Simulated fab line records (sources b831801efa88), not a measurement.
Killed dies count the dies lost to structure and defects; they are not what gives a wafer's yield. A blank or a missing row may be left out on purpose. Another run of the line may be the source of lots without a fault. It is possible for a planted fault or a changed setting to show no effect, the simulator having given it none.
2 desks, one fault || flow sfq_line || each desk holds nothing but its own numbers, with what lay behind them at the end

== FROM THE METROLOGY DESK ==
Means of the sampled wafers that have a number, per lot and without regard to the tool the lot ran on: this is what the gauges read. Any lot whose mean is over 4 standard deviations away from the usual mean is out of limits and marked OUT; that distance is given in the brackets.
Columns: A = R5_MONX_RS at SFQ_R5_RS_MEAS_933, usual 7.10 ohm/sq; B = R5_MONX_THK at SFQ_R5_THK_MEAS_934, usual 39.4 nm; C = R5_OVL at SFQ_R5_OVL_MEAS_935, usual 0 nm
{"lot": "L687", "first seen here": "day 61 21:43", "A": 7.09, "B": 39.3, "C": 4}
{"lot": "L688", "first seen here": "day 61 21:53", "A": 7.12, "B": 39.1, "C": 4}
{"lot": "L692", "first seen here": "day 63 21:46", "A": 7.06, "B": 39.5, "C": -4}
{"lot": "L694", "first seen here": "day 64 09:55", "A": 7.13, "B": 39.2, "C": -2}
{"lot": "L696", "first seen here": "day 65 00:46", "A": 7.15, "B": 39.2, "C": 2}
{"lot": "L701", "first seen here": "day 71 09:28", "A": 7.14, "B": 39.2, "C": 1}
{"lot": "L702", "first seen here": "day 71 17:09", "A": 7.02, "B": 39.5, "C": -1}
Result from this desk: across the 7 lots, nothing is out of limits.

== THE TOOL OWNER'S DESK: litho_track-04 ==
The tool's own readings at SFQ_TRILAYER_R5_LITHO_PEB_139 (peb time 60 s): means of the sampled wafers that have a number, for each lot that ran on this tool. Any lot whose mean is over 4 standard deviations away from the usual mean is out of limits and marked OUT; that distance is given in the brackets.
Columns: A = plate_temp_C at SFQ_TRILAYER_R5_LITHO_PEB_139, usual 114.99 C
{"lot": "L688", "first seen here": "day 62 15:12", "A": 114.89}
{"lot": "L692", "first seen here": "day 64 06:18", "A": 115.00}
{"lot": "L694", "first seen here": "day 64 22:11", "A": 115.03}
{"lot": "L696", "first seen here": "day 65 08:47", "A": 115.09}
{"lot": "L702", "first seen here": "day 71 19:25", "A": 115.12}
Result from this desk: across the 5 lots, nothing is out of limits.

== BROUGHT TOGETHER ==
Metrology desk: nothing out of limits seen.
Nothing out of limits was seen by the tool owner's desk.

== WHAT WAS PUT IN BY THE SIMULATOR ==
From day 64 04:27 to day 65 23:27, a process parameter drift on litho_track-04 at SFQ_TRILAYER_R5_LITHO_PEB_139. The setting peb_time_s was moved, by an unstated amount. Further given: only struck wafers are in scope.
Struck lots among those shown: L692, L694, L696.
